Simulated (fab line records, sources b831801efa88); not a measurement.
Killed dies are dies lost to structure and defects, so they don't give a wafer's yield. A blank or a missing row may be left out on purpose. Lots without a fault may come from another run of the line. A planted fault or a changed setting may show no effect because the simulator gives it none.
Problem report in the 8D (eight disciplines) form, filled by code | flow sky130 | the parts of the form that need people (team, actions taken, sign-off) are left out

1. THE PROBLEM
strip_time_to_endpoint_s at SKY_SD_N_STRIP_11 reads a mean of 19.30 s on 9 wafers of 3 lots; wafers without a fault read 22.55 s with a standard deviation of 0.047. That is -69 standard deviations from the usual mean.
The step: strips in O2/N2.
First seen on wafer L278.1, day 33 16:26, on plasma_asher-04. The record holds 36 wafers of 12 lots with a number at this step. Rule for "out", or "out of limits": more than 4 standard deviations from the usual mean. The other wafers with a number count as sound.

2. WHAT IT IS AND WHAT IT IS NOT
question                    | is                                       | is not
which readings at this step | strip_time_to_endpoint_s, oes_product_au | drypump_motor_current_A
which lots                  | L278, L281, L282                         | L267, L268, L270, L271, L272, L274, L280, L288, L289
which wafers of those lots  | all that have a number                   | -
read on which tools         | plasma_asher-04                          | plasma_asher-02, plasma_asher-03
when                        | from day 33 16:26                        | up to then (18 sound wafers); but 9 sound wafers of L280, L288, L289 came after

3. SUSPECTS, AND WHAT RULES EACH OUT
Counting: a tool at a process step up to the reading stays a suspect if it ran every lot that is out and no sound lot after the first of them.
- plasma_asher-03 at SKY_LDD_LDN_STRIP_12 (strips in O2/N2): ruled out as a lasting fault. Sound lots L288, L289 ran on it after its first lot that is out, L278 (day 28 12:56).
- plasma_asher-04 at SKY_SD_N_STRIP_11 (strips in O2/N2): kept. It ran every lot that is out, first L278 (day 33 16:26), and no sound lot after that; its last sound lot up to then is L274 (day 32 07:46). Its own readings are out on those wafers: oes_product_au, strip_time_to_endpoint_s.
Left after counting: plasma_asher-04 at SKY_SD_N_STRIP_11.

4. THE CAUSE (what the simulator had put in)
Process parameter drift: plasma_asher-04, from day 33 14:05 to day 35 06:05, at SKY_SD_N_STRIP_11. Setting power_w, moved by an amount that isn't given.
Counting left only this tool.

5. THE CHAIN OF EFFECTS, in route order
Each row: a reading whose mean over the struck wafers that have a number lies more than 3 standard deviations from the usual. Only readings for which the record gives a usual standard deviation are gone through. hours: the time from each lot's start at the first step in this table that gives one to its start at this step, as a median over the lots. sigmas: the change in usual standard deviations.
hours | step              | reading                  | usual      | on struck wafers | change | sigmas
0     | SKY_SD_N_STRIP_11 | oes_product_au           | 0.528 a.u. | 0.580            | +0.052 | +11
0     | SKY_SD_N_STRIP_11 | strip_time_to_endpoint_s | 22.55 s    | 19.30            | -3.25  | -69
The process steps in it:
- SKY_SD_N_STRIP_11: strips in O2/N2.

6. WHAT WOULD HAVE CAUGHT IT SOONER
In this record the first reading out of limits was taken at day 33 16:26, 2 hours after the fault began at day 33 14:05.
